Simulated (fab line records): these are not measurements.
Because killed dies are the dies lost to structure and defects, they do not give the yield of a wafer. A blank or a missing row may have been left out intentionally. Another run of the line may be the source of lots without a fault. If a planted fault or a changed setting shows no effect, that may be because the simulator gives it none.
fab line records + flow sky130
record:
- lots: 12
- wafers: 36
- lastDay: 52
route steps=708 shown VT_ADJUST_NCORE@127 GATE_OXIDE@197 POLY_GATE@231 PAD_OPEN@708
lots with no fault: from the same line, run without faults
startH: hours from the record's opening day to when the first of the lot's shown wafers began + waitH: how many hours have passed since the lot's step before this one + " identical to the entry in the row above + L1.1+2: a row that stands for several wafers + - either no value or no given start + * or withheld: withheld + < > ~ a bound
route shown NAME@n: names a module that has steps shown in the file, with the first one's number in the route + usual: the fault-free wafers' mean and standard deviation + same: alike in all rows + chamber/n: place in a boat + sites: readings site by site + _std_site: standard deviation across them + _edge_site: outer sites' mean less inner sites' + radiusMm: for every site, how far away it sits from the centre of the wafer + mask NAME#n: copy n + behind: tool/chamber where the wafer was last shaped + hold: why the lot was held/for how many hours/how that ended + device: transistor that didn't switch, given as n, p or np + end of line: tests run on the same wafers once the route is complete + a step given without rows: its recipe and nothing more + killed: the dies lost at the first sort to structure and to defects; this is not the yield of the wafer + map: the dies of a wafer, with x for killed, . for not killed, _ for no die there
set.NAME: the setting that was run; set.NAME@STEP: the one run at that earlier step + model.NAME: the simulator's own value behind a step, which no gauge read
a sample of lots followed through the steps of the route, with each step as a table and each wafer as a row
services: from which hour (startH, from the record's first day; less than 0 if before it) a tool's chamber was out of use, for how many hours, and why
== steps ==
step: SKY_VT_ADJUST_NCORE_OVL_MEAS_08
usual:
- VT_ADJUST_NCORE_OVL: -0.1/1.5
| lot.wafer | tool       | chamber | startH | waitH | VT_ADJUST_NCORE_OVL[nm] |
|-----------|------------|---------|--------|-------|-------------------------|
| L152.1    | overlay-02 | -       | 165.36 | 0.1   | -1.0                    |
| L152.3    | "          | -       | "      | "     | -1.0                    |
| L152.6    | "          | -       | "      | "     | 0.7                     |
| L156.1    | overlay-01 | -       | 181.63 | 0.1   | 1.5                     |
| L156.4    | "          | -       | "      | "     | 0.6                     |
| L156.5    | "          | -       | "      | "     | -0.2                    |
| L158.2    | overlay-02 | -       | 187.78 | 0.1   | -5.5                    |
| L158.4    | "          | -       | "      | "     | -1.7                    |
| L158.6    | "          | -       | "      | "     | 0.1                     |
| L163.2    | overlay-02 | -       | 215.31 | 0.1   | 0.2                     |
| L163.4    | "          | -       | "      | "     | -0.5                    |
| L163.5    | "          | -       | "      | "     | -0.9                    |
| L164.1    | overlay-01 | -       | 218.66 | 0.1   | 0.6                     |
| L164.3    | "          | -       | "      | "     | 2.3                     |
| L164.4    | "          | -       | "      | "     | 2.0                     |
| L165.1    | overlay-02 | -       | 224.34 | 0.1   | -2.4                    |
| L165.4    | "          | -       | "      | "     | -2.9                    |
| L165.6    | "          | -       | "      | "     | -3.0                    |
| L166.1    | overlay-02 | -       | 228.83 | 0.1   | 0.8                     |
| L166.2    | "          | -       | "      | "     | -3.4                    |
| L166.5    | "          | -       | "      | "     | 1.4                     |
| L171.2    | overlay-02 | -       | 428.76 | 0.1   | -0.8                    |
| L171.3    | "          | -       | "      | "     | 1.1                     |
| L171.4    | "          | -       | "      | "     | 2.0                     |
| L169.2    | overlay-01 | -       | 428.91 | 0.1   | -1.3                    |
| L169.4    | "          | -       | "      | "     | 0.2                     |
| L169.6    | "          | -       | "      | "     | -1.5                    |
| L172.2    | overlay-01 | -       | 429.96 | 0.1   | -1.8                    |
| L172.3    | "          | -       | "      | "     | -1.3                    |
| L172.4    | "          | -       | "      | "     | -0.8                    |
| L174.2    | overlay-01 | -       | 430.56 | 0.1   | 0.5                     |
| L174.3    | "          | -       | "      | "     | 2.9                     |
| L174.5    | "          | -       | "      | "     | 1.8                     |
| L173.2    | overlay-01 | -       | 431.46 | 0.1   | 0.7                     |
| L173.4    | "          | -       | "      | "     | -0.5                    |
| L173.6    | "          | -       | "      | "     | 0.6                     |
step: SKY_GATE_OXIDE_OVL_MEAS_10
usual:
- GATE_OXIDE_OVL: -0.8/1.4
| lot.wafer | tool       | chamber | startH | waitH | GATE_OXIDE_OVL[nm] |
|-----------|------------|---------|--------|-------|--------------------|
| L152.1    | overlay-01 | -       | 254.39 | 0.1   | 0.9                |
| L152.3    | "          | -       | "      | "     | 0.2                |
| L152.6    | "          | -       | "      | "     | 1.8                |
| L156.1    | overlay-01 | -       | 288.79 | 0.1   | -0.8               |
| L156.4    | "          | -       | "      | "     | -1.5               |
| L156.5    | "          | -       | "      | "     | -1.0               |
| L158.2    | overlay-01 | -       | 304.34 | 0.1   | 0.6                |
| L158.4    | "          | -       | "      | "     | 0.1                |
| L158.6    | "          | -       | "      | "     | 1.2                |
| L163.2    | overlay-02 | -       | 331.72 | 0.1   | -3.4               |
| L163.4    | "          | -       | "      | "     | -3.5               |
| L163.5    | "          | -       | "      | "     | -3.8               |
| L164.1    | overlay-02 | -       | 338.16 | 0.1   | -0.8               |
| L164.3    | "          | -       | "      | "     | 0.0                |
| L164.4    | "          | -       | "      | "     | -1.7               |
| L165.1    | overlay-02 | -       | 342.11 | 0.1   | -0.3               |
| L165.4    | "          | -       | "      | "     | -1.3               |
| L165.6    | "          | -       | "      | "     | -0.4               |
| L166.1    | overlay-01 | -       | 351.96 | 0.1   | 0.0                |
| L166.2    | "          | -       | "      | "     | 0.2                |
| L166.5    | "          | -       | "      | "     | -1.7               |
| L171.2    | overlay-01 | -       | 581.52 | 0.1   | 0.0                |
| L171.3    | "          | -       | "      | "     | 0.5                |
| L171.4    | "          | -       | "      | "     | 0.8                |
| L169.2    | overlay-02 | -       | 583.52 | 0.1   | -1.1               |
| L169.4    | "          | -       | "      | "     | -2.4               |
| L169.6    | "          | -       | "      | "     | -1.3               |
| L172.2    | overlay-02 | -       | 584.94 | 0.1   | -1.1               |
| L172.3    | "          | -       | "      | "     | -1.1               |
| L172.4    | "          | -       | "      | "     | -0.4               |
| L174.2    | overlay-01 | -       | 585.24 | 0.1   | -0.2               |
| L174.3    | "          | -       | "      | "     | -0.7               |
| L174.5    | "          | -       | "      | "     | -0.3               |
| L173.2    | overlay-02 | -       | 585.54 | 0.1   | 0.8                |
| L173.4    | "          | -       | "      | "     | -0.2               |
| L173.6    | "          | -       | "      | "     | -0.1               |
step: SKY_GATE_OXIDE_STRIP_13
recipe:
- chemistry: O2/N2
- powerW: 1400
- pressureMtorr: 1500
- platenTempC: withheld
- o2FlowSccm: 3000
- n2FlowSccm: 300
- overashFraction: 0.5
usual:
- chamberPressureMTorr: 1500.0/1.3
- drypumpMotorCurrentA: 5.93/0.24
- n2FlowSccm: 299.8/0.86
- oesProductAu: 0.716/0.0046
- stripTimeToEndpointS: 14.18/0.041
| lot.wafer | tool           | chamber | startH | waitH | chamberPressureMTorr | drypumpMotorCurrentA | n2FlowSccm | oesProductAu | rfHoursCounterH | stripTimeToEndpointS |
|-----------|----------------|---------|--------|-------|----------------------|----------------------|------------|--------------|-----------------|----------------------|
| L152.1    | plasmaAsher-03 | 0       | 254.68 | 0.0   | 1499.4               | 5.83                 | 299.1      | 0.705        | 41              | 14.18                |
| L152.3    | "              | 0       | "      | "     | 1501.6               | 5.85                 | 298.2      | 0.710        | -               | 14.15                |
| L152.6    | "              | 1       | "      | "     | 1500.5               | 6.19                 | 299.6      | 0.707        | -               | 14.22                |
| L156.1    | plasmaAsher-02 | 1       | 289.07 | 0.0   | -                    | -                    | -          | -            | -               | -                    |
| L156.4    | "              | 1       | "      | "     | -                    | -                    | -          | -            | -               | -                    |
| L156.5    | "              | 0       | "      | "     | -                    | -                    | -          | -            | -               | -                    |
| L158.2    | plasmaAsher-01 | 0       | 304.63 | 0.0   | -                    | -                    | -          | -            | -               | -                    |
| L158.4    | "              | 1       | "      | "     | -                    | -                    | -          | -            | -               | -                    |
| L158.6    | "              | 1       | "      | "     | -                    | -                    | -          | -            | -               | -                    |
| L163.2    | plasmaAsher-02 | 0       | 332.00 | 0.0   | 1499.2               | 5.98                 | 301.3      | 0.722        | 63              | 14.23                |
| L163.4    | "              | 1       | "      | "     | 1500.2               | 5.95                 | 300.9      | 0.707        | -               | 14.22                |
| L163.5    | "              | 0       | "      | "     | 1501.6               | 5.98                 | 301.1      | 0.711        | -               | 14.22                |
| L164.1    | plasmaAsher-02 | 0       | 338.45 | 0.0   | 1498.9               | 5.97                 | 300.8      | 0.720        | 64              | 14.18                |
| L164.3    | "              | 0       | "      | "     | 1499.4               | 5.97                 | 299.8      | 0.714        | -               | 14.20                |
| L164.4    | "              | 1       | "      | "     | 1499.9               | 5.95                 | 300.4      | 0.708        | -               | 14.18                |
| L165.1    | plasmaAsher-02 | 0       | 342.40 | 0.0   | 1501.0               | 5.95                 | 299.3      | 0.719        | 64              | 14.17                |
| L165.4    | "              | 0       | "      | "     | 1498.8               | 5.95                 | 299.7      | 0.718        | -               | 14.21                |
| L165.6    | "              | 0       | "      | "     | 1499.3               | 5.96                 | 299.3      | 0.710        | -               | 14.20                |
| L166.1    | plasmaAsher-03 | 0       | 352.25 | 0.0   | 1499.4               | 5.84                 | 300.4      | 0.712        | 51              | 14.13                |
| L166.2    | "              | 1       | "      | "     | 1501.3               | 6.15                 | 298.2      | 0.718        | 51              | 14.21                |
| L166.5    | "              | 1       | "      | "     | 1499.4               | 6.15                 | 299.3      | 0.715        | -               | 14.18                |
| L171.2    | plasmaAsher-03 | 1       | 581.80 | 0.0   | 1500.1               | 6.16                 | 298.4      | 0.717        | 74              | 14.16                |
| L171.3    | "              | 1       | "      | "     | 1500.6               | 6.17                 | 298.5      | 0.714        | -               | 14.11                |
| L171.4    | "              | 0       | "      | "     | 1501.8               | 5.83                 | 299.5      | 0.719        | -               | 14.11                |
| L169.2    | plasmaAsher-02 | 0       | 583.90 | 0.0   | 1499.8               | 5.98                 | 299.8      | 0.715        | 15              | 14.16                |
| L169.4    | "              | 0       | "      | "     | 1499.0               | 5.97                 | 300.6      | 0.719        | -               | 14.19                |
| L169.6    | "              | 1       | "      | "     | 1499.6               | 6.02                 | 299.5      | 0.710        | -               | 14.15                |
| L172.2    | plasmaAsher-02 | 1       | 585.22 | 0.0   | 1499.8               | 6.01                 | 298.5      | 0.716        | 15              | 14.07                |
| L172.3    | "              | 0       | "      | "     | 1499.9               | 5.97                 | 299.6      | 0.712        | -               | 14.10                |
| L172.4    | "              | 1       | "      | "     | 1498.2               | 5.98                 | 299.4      | 0.714        | -               | 14.08                |
| L174.2    | plasmaAsher-03 | 1       | 585.63 | 0.0   | 1500.8               | 6.15                 | 300.0      | 0.715        | 74              | 14.19                |
| L174.3    | "              | 0       | "      | "     | 1500.8               | 5.84                 | 299.3      | 0.717        | -               | 14.17                |
| L174.5    | "              | 1       | "      | "     | 1498.3               | 6.16                 | 299.9      | 0.715        | -               | 14.17                |
| L173.2    | plasmaAsher-02 | 1       | 585.82 | 0.0   | 1499.7               | 5.96                 | 298.2      | 0.723        | 15              | 14.20                |
| L173.4    | "              | 1       | "      | "     | 1499.5               | 6.00                 | 297.7      | 0.715        | -               | 14.18                |
| L173.6    | "              | 0       | "      | "     | 1498.9               | 5.97                 | 300.7      | 0.715        | -               | 14.13                |
step: SKY_POLY_GATE_ETCH_17
recipe:
- targetDepthNm: 180
- stopOn: SiO2
- overEtchFrac: 0.56667
- chemistry: HBr/Cl2
- target: poly-Si
- icpW: 400
- biasW: 100
- pressureMtorr: 10
- HBr_flow_sccm: 150
- Cl2_flow_sccm: 50
- timeS: 70.5
usual:
- biasW: 99.96/0.3
- drypumpMotorCurrentA: 5.6/0.35
- oesProductAu: 0.988/0.0072
- throttleValvePct: 33.684/0.009
| lot.wafer | tool     | chamber | startH | waitH | biasW  | drypumpMotorCurrentA | oesProductAu | rfHoursCounterH | throttleValvePct |
|-----------|----------|---------|--------|-------|--------|----------------------|--------------|-----------------|------------------|
| L152.1    | rieSi-01 | 3       | 311.63 | 0.0   | 99.78  | 4.9                  | 0.985        | 70              | 33.695           |
| L152.3    | "        | 1       | "      | "     | 99.56  | 5.4                  | 0.998        | 90              | 33.687           |
| L152.6    | "        | 1       | "      | "     | 99.14  | 5.4                  | 0.993        | -               | 33.677           |
| L163.2    | rieSi-01 | 1       | 395.07 | 0.0   | 100.01 | 5.4                  | 0.983        | 0               | 33.679           |
| L163.4    | "        | 3       | "      | "     | 99.79  | 4.8                  | 0.978        | 71              | 33.681           |
| L163.5    | "        | 1       | "      | "     | 99.67  | 5.4                  | 0.982        | -               | 33.679           |
| L164.1    | rieSi-01 | 3       | 399.49 | 0.0   | 100.22 | 4.8                  | 0.983        | 71              | 33.684           |
| L164.3    | "        | 2       | "      | "     | 100.06 | 5.9                  | 0.992        | 0               | 33.681           |
| L164.4    | "        | 0       | "      | "     | 99.97  | 6.0                  | 0.984        | 5               | 33.693           |
| L165.1    | rieSi-01 | 0       | 405.59 | 0.0   | 99.67  | 6.0                  | 0.989        | 5               | 33.679           |
| L165.4    | "        | 3       | "      | "     | 100.52 | 4.9                  | 0.980        | 71              | 33.673           |
| L165.6    | "        | 3       | "      | "     | 100.30 | 4.8                  | 0.979        | -               | 33.696           |
| L166.1    | rieSi-02 | 1       | 415.19 | 0.0   | 99.98  | 5.7                  | 0.978        | 6               | 33.675           |
| L166.2    | "        | 0       | "      | "     | 100.15 | 5.7                  | 0.992        | 5               | 33.683           |
| L166.5    | "        | 0       | "      | "     | 99.95  | 5.7                  | 0.992        | -               | 33.691           |
| L171.2    | rieSi-01 | 1       | 644.59 | 0.0   | 99.97  | 5.4                  | 0.985        | 1               | 33.662           |
| L171.3    | "        | 0       | "      | "     | 99.60  | 6.0                  | 1.001        | 6               | 33.680           |
| L171.4    | "        | 2       | "      | "     | 99.37  | 5.9                  | 0.989        | 1               | 33.688           |
| L169.2    | rieSi-02 | 0       | 646.84 | 0.0   | 100.23 | 5.7                  | 0.990        | 5               | 33.686           |
| L169.4    | "        | 1       | "      | "     | 100.35 | 5.7                  | 0.994        | 6               | 33.681           |
| L169.6    | "        | 2       | "      | "     | 99.88  | 5.5                  | 0.984        | -               | 33.668           |
| L172.2    | rieSi-02 | 3       | 647.45 | 0.0   | 100.16 | 5.6                  | 0.993        | 3               | 33.689           |
| L172.3    | "        | 0       | "      | "     | 99.65  | 5.7                  | 0.982        | 5               | 33.681           |
| L172.4    | "        | 1       | "      | "     | 100.12 | 5.7                  | 0.988        | 6               | 33.683           |
| L173.2    | rieSi-01 | 2       | 648.71 | 0.0   | 100.26 | 5.9                  | 0.986        | 1               | 33.684           |
| L173.4    | "        | 3       | "      | "     | 100.01 | 4.8                  | 0.987        | 0               | 33.669           |
| L173.6    | "        | 3       | "      | "     | 99.77  | 4.9                  | 0.991        | -               | 33.673           |
| L174.2    | rieSi-02 | 2       | 649.82 | 0.0   | 100.18 | 5.5                  | 0.990        | 1               | 33.691           |
| L174.3    | "        | 1       | "      | "     | 99.54  | 5.7                  | 0.982        | 6               | 33.692           |
| L174.5    | "        | 1       | "      | "     | 99.57  | 5.7                  | 0.983        | -               | 33.693           |
step: SKY_PAD_OPEN_PROBE_99
usual:
- killed_at_M0_to_M3: 43/7
- killed_at_M4_up: 2.7/1.6
- killedAtContacts: 24/5.3
- killedAtFrontEnd: 16/4.6
- killedAtOther: 0.3/0.53
- killedDies: 86/9.3
- killedOnRim: 17/4
- killedOpen: 47/6.9
- killedShort: 38/6.1
same:
- grossDies: 492
- killedAtBackSide: 0
| lot.wafer | tool      | chamber | startH  | waitH | killed_at_M0_to_M3 | killed_at_M4_up | killedAtContacts | killedAtFrontEnd | killedAtOther | killedDies | killedOnRim | killedOpen | killedShort |
|-----------|-----------|---------|---------|-------|--------------------|-----------------|------------------|------------------|---------------|------------|-------------|------------|-------------|
| L156.1    | prober-01 | -       | 1060.99 | 0.1   | 30                 | 5               | 19               | 438              | 0             | 492        | 96          | 29         | 42          |
| L156.4    | prober-01 | -       | 1061.14 | 0.2   | 35                 | 1               | 29               | 427              | 0             | 492        | 96          | 46         | 35          |
| L156.5    | prober-01 | -       | 1061.19 | 0.2   | 42                 | 4               | 21               | 424              | 1             | 492        | 96          | 48         | 35          |
| L158.2    | prober-02 | -       | 1069.56 | 0.1   | 29                 | 1               | 14               | 448              | 0             | 492        | 96          | 33         | 25          |
| L158.4    | prober-02 | -       | 1069.66 | 0.2   | 31                 | 3               | 15               | 443              | 0             | 492        | 96          | 37         | 24          |
| L158.6    | prober-02 | -       | 1069.76 | 0.2   | 37                 | 3               | 19               | 433              | 0             | 492        | 96          | 35         | 35          |
| L165.1    | prober-01 | -       | 1098.91 | 0.1   | 64                 | 2               | 19               | 9                | 0             | 94         | 25          | 56         | 38          |
| L165.4    | prober-01 | -       | 1099.06 | 0.2   | 41                 | 3               | 39               | 12               | 0             | 95         | 14          | 56         | 39          |
| L165.6    | prober-01 | -       | 1099.16 | 0.2   | 52                 | 2               | 22               | 11               | 1             | 88         | 20          | 52         | 36          |
| L171.2    | prober-01 | -       | 1239.06 | 0.1   | 44                 | 2               | 32               | 26               | 1             | 105        | 25          | 53         | 50          |
| L171.3    | prober-01 | -       | 1239.11 | 0.2   | 48                 | 4               | 30               | 17               | 1             | 100        | 26          | 55         | 43          |
| L171.4    | prober-01 | -       | 1239.16 | 0.2   | 44                 | 4               | 21               | 20               | 1             | 90         | 23          | 56         | 33          |
| L169.2    | prober-02 | -       | 1240.67 | 0.1   | 43                 | 3               | 24               | 15               | 0             | 85         | 16          | 58         | 27          |
| L169.4    | prober-02 | -       | 1240.77 | 0.2   | 46                 | 2               | 25               | 16               | 0             | 89         | 21          | 52         | 37          |
| L169.6    | prober-02 | -       | 1240.87 | 0.2   | 41                 | 3               | 24               | 20               | 1             | 89         | 20          | 50         | 39          |
| L173.2    | prober-02 | -       | 1242.17 | 0.1   | 47                 | 1               | 29               | 13               | 1             | 91         | 20          | 42         | 49          |
| L173.4    | prober-02 | -       | 1242.27 | 0.2   | 40                 | 3               | 31               | 20               | 0             | 94         | 20          | 57         | 36          |
| L173.6    | prober-02 | -       | 1242.37 | 0.2   | 43                 | 6               | 27               | 20               | 0             | 96         | 24          | 52         | 43          |
killed by level:class
L156.1 GATE_OXIDE:areaOxidation=421 METAL2:geometricParticle:short=7 CONTACT:geometricParticle:open=7 CONTACT:geometricParticle:short=6 METAL4:geometricParticle:short=5 VIA1:geometricParticle:open=5 FIELD_ISO:geometricParticle:open=4 VIA3:geometricParticle:short=4
L156.4 GATE_OXIDE:areaOxidation=411 CONTACT:geometricParticle:open=12 VIA1:geometricParticle:open=9 VIA1:geometricParticle:short=7 LI_CONTACT:geometricParticle:open=5 LOCAL_INTERCONNECT:geometricParticle:short=5 METAL1:geometricParticle:short=5 VIA3:geometricParticle:open=5
L156.5 GATE_OXIDE:areaOxidation=409 VIA1:geometricParticle:open=11 VIA2:geometricParticle:open=9 CONTACT:geometricParticle:open=8 FIELD_ISO:geometricParticle:open=6 METAL1:geometricParticle:short=5 LOCAL_INTERCONNECT:geometricParticle:short=5 CONTACT:geometricParticle:short=4
L158.2 GATE_OXIDE:areaOxidation=434 VIA1:geometricParticle:open=10 FIELD_ISO:geometricParticle:short=7 VIA2:geometricParticle:open=6 CONTACT:geometricParticle:open=5 POLY_GATE:geometricParticle:short=4 VIA1:geometricParticle:short=4 VIA3:geometricParticle:open=4
L158.4 GATE_OXIDE:areaOxidation=431 CONTACT:geometricParticle:open=7 VIA1:geometricParticle:open=7 VIA3:geometricParticle:open=7 LI_CONTACT:geometricParticle:open=5 METAL2:geometricParticle:short=5 VIA2:geometricParticle:open=4 FIELD_ISO:geometricParticle:open=3
L158.6 GATE_OXIDE:areaOxidation=422 VIA1:geometricParticle:open=10 METAL2:geometricParticle:short=6 VIA2:geometricParticle:open=6 LI_CONTACT:geometricParticle:short=5 CONTACT:geometricParticle:open=5 POLY_GATE:geometricParticle:short=4 LI_CONTACT:geometricParticle:open=4
L165.1 VIA3:geometricParticle:open=12 VIA1:geometricParticle:open=12 CONTACT:geometricParticle:open=9 VIA1:geometricParticle:short=8 METAL1:geometricParticle:short=7 VIA2:geometricParticle:open=6 LI_CONTACT:geometricParticle:open=6 METAL3:geometricParticle:short=5
L165.4 CONTACT:geometricParticle:open=16 LI_CONTACT:geometricParticle:open=12 VIA3:geometricParticle:open=8 VIA2:geometricParticle:open=8 METAL2:geometricParticle:short=6 CONTACT:geometricParticle:short=5 VIA1:geometricParticle:open=5 LOCAL_INTERCONNECT:geometricParticle:short=4
L165.6 VIA1:geometricParticle:open=16 VIA3:geometricParticle:open=11 LI_CONTACT:geometricParticle:open=7 METAL1:geometricParticle:short=6 VIA1:geometricParticle:short=5 METAL2:geometricParticle:short=5 FIELD_ISO:geometricParticle:open=4 POLY_GATE:geometricParticle:open=4
L171.2 VIA1:geometricParticle:open=12 CONTACT:geometricParticle:open=9 LI_CONTACT:geometricParticle:open=9 VIA1:geometricParticle:short=9 FIELD_ISO:geometricParticle:short=6 POLY_GATE:geometricParticle:open=6 LOCAL_INTERCONNECT:geometricParticle:short=6 POLY_GATE:geometricParticle:short=5
L171.3 CONTACT:geometricParticle:open=16 METAL1:geometricParticle:short=10 VIA3:geometricParticle:open=10 VIA1:geometricParticle:open=8 LI_CONTACT:geometricParticle:open=6 POLY_GATE:geometricParticle:short=5 VIA3:geometricParticle:short=5 POLY_GATE:geometricParticle:open=4
L171.4 VIA1:geometricParticle:open=13 LI_CONTACT:geometricParticle:open=9 VIA2:geometricParticle:open=8 FIELD_ISO:geometricParticle:open=7 CONTACT:geometricParticle:open=7 FIELD_ISO:geometricParticle:short=4 POLY_GATE:geometricParticle:open=4 LI_CONTACT:geometricParticle:short=4
L169.2 VIA1:geometricParticle:open=22 LI_CONTACT:geometricParticle:open=10 CONTACT:geometricParticle:open=9 FIELD_ISO:geometricParticle:short=6 FIELD_ISO:geometricParticle:open=5 VIA3:geometricParticle:open=5 METAL2:geometricParticle:short=4 LOCAL_INTERCONNECT:geometricParticle:short=3
L169.4 VIA1:geometricParticle:open=14 LI_CONTACT:geometricParticle:open=8 VIA3:geometricParticle:open=8 CONTACT:geometricParticle:open=7 METAL2:geometricParticle:short=6 LI_CONTACT:geometricParticle:short=5 FIELD_ISO:geometricParticle:open=4 POLY_GATE:geometricParticle:short=4
L169.6 VIA1:geometricParticle:open=9 FIELD_ISO:geometricParticle:open=7 LI_CONTACT:geometricParticle:open=7 METAL1:geometricParticle:short=7 VIA2:geometricParticle:open=5 LOCAL_INTERCONNECT:geometricParticle:short=5 CONTACT:geometricParticle:open=5 POLY_GATE:geometricParticle:short=4
L173.2 LI_CONTACT:geometricParticle:open=13 VIA1:geometricParticle:short=9 LOCAL_INTERCONNECT:geometricParticle:short=7 VIA1:geometricParticle:open=7 METAL3:geometricParticle:short=6 VIA3:geometricParticle:open=6 VIA2:geometricParticle:open=5 POLY_GATE:geometricParticle:short=4
L173.4 CONTACT:geometricParticle:open=13 LI_CONTACT:geometricParticle:open=9 VIA3:geometricParticle:open=8 POLY_GATE:geometricParticle:open=6 VIA1:geometricParticle:open=5 LI_CONTACT:geometricParticle:short=5 METAL2:geometricParticle:short=5 METAL3:geometricParticle:short=5
L173.6 CONTACT:geometricParticle:open=11 VIA2:geometricParticle:open=8 LI_CONTACT:geometricParticle:open=7 FIELD_ISO:geometricParticle:open=6 METAL4:geometricParticle:short=6 VIA1:geometricParticle:open=6 METAL1:geometricParticle:short=5 METAL2:geometricParticle:short=5
== services ==
| tool           | chamber | startH | hours | kind      |
|----------------|---------|--------|-------|-----------|
| rieSi-02       | -       | 261.30 | 2.8   | pm        |
| rieSi-02       | -       | 270.75 | 0.6   | repair    |
| plasmaAsher-03 | -       | 277.60 | 1.3   | repair    |
| plasmaAsher-01 | -       | 289.19 | 3.2   | repair    |
| rieSi-01       | -       | 293.11 | 0.1   | repair    |
| plasmaAsher-02 | -       | 297.63 | 0.9   | repair    |
| plasmaAsher-01 | -       | 309.74 | 2.8   | pm        |
| plasmaAsher-01 | -       | 325.94 | 1.8   | repair    |
| plasmaAsher-02 | -       | 337.01 | 1.3   | repair    |
| plasmaAsher-02 | -       | 352.14 | 0.8   | repair    |
| plasmaAsher-03 | -       | 390.26 | 0.9   | repair    |
| plasmaAsher-03 | -       | 397.59 | 0.5   | repair    |
| plasmaAsher-01 | -       | 397.89 | 1.1   | repair    |
| rieSi-01       | -       | 408.12 | 1.8   | repair    |
| plasmaAsher-02 | -       | 421.25 | 9.0   | pm        |
| plasmaAsher-02 | 0       | 421.25 | 9.0   | ventCycle |
| plasmaAsher-02 | 1       | 421.25 | 9.0   | ventCycle |
| rieSi-01       | 3       | 425.33 | 1.1   | repair    |
| plasmaAsher-02 | 0       | 430.25 | -     | clean     |
| plasmaAsher-03 | -       | 507.32 | 0.9   | repair    |
| plasmaAsher-02 | -       | 540.70 | 2.6   | repair    |
| plasmaAsher-01 | -       | 570.89 | 39.0  | repair    |
| plasmaAsher-03 | -       | 597.09 | 0.7   | repair    |
| plasmaAsher-01 | -       | 617.08 | 28.1  | pm        |
== key ==
firstSign:
- step: SKY_GATE_OXIDE_STRIP_13
- reading: toolRecord
- direction: missing
effect:
- step: SKY_PAD_OPEN_PROBE_99
- reading: killedAtFrontEnd
- direction: up
- sigmas: 91
- usual: 16
- struck: 436
moreKillsBornAt:
- SKY_GATE_OXIDE_OXIDATION_16@furnace-02: 2528
metAt SKY_GATE_OXIDE_STRIP_13
struckLots L156,L158
laterRowsLeftOut L156.1,L156.4,L156.5,L158.2,L158.4,L158.6
testerLeftOut L156,L158
notActingAt SKY_VT_ADJUST_NCORE_OVL_MEAS_08,SKY_GATE_OXIDE_OVL_MEAS_10,SKY_POLY_GATE_ETCH_17
fault:
- kind: skippedStepWhole
- tool: plasmaAsher-01,plasmaAsher-02
- chamber: -
- onsetH: 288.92
- steps: SKY_GATE_OXIDE_STRIP_13
- scope: struckLotsOnly
testerLeftOut: of these lots the tester's yield and bins aren't shown, on N5 and GAA mostly nor the transistor test; their killed dies are dies lost to structure and defects alone, not to doping, threshold or leakage, so they don't give the yield
laterRowsLeftOut: the simulator's readings of these wafers behind a module that went badly wrong aren't trusted and aren't shown, but for the sort
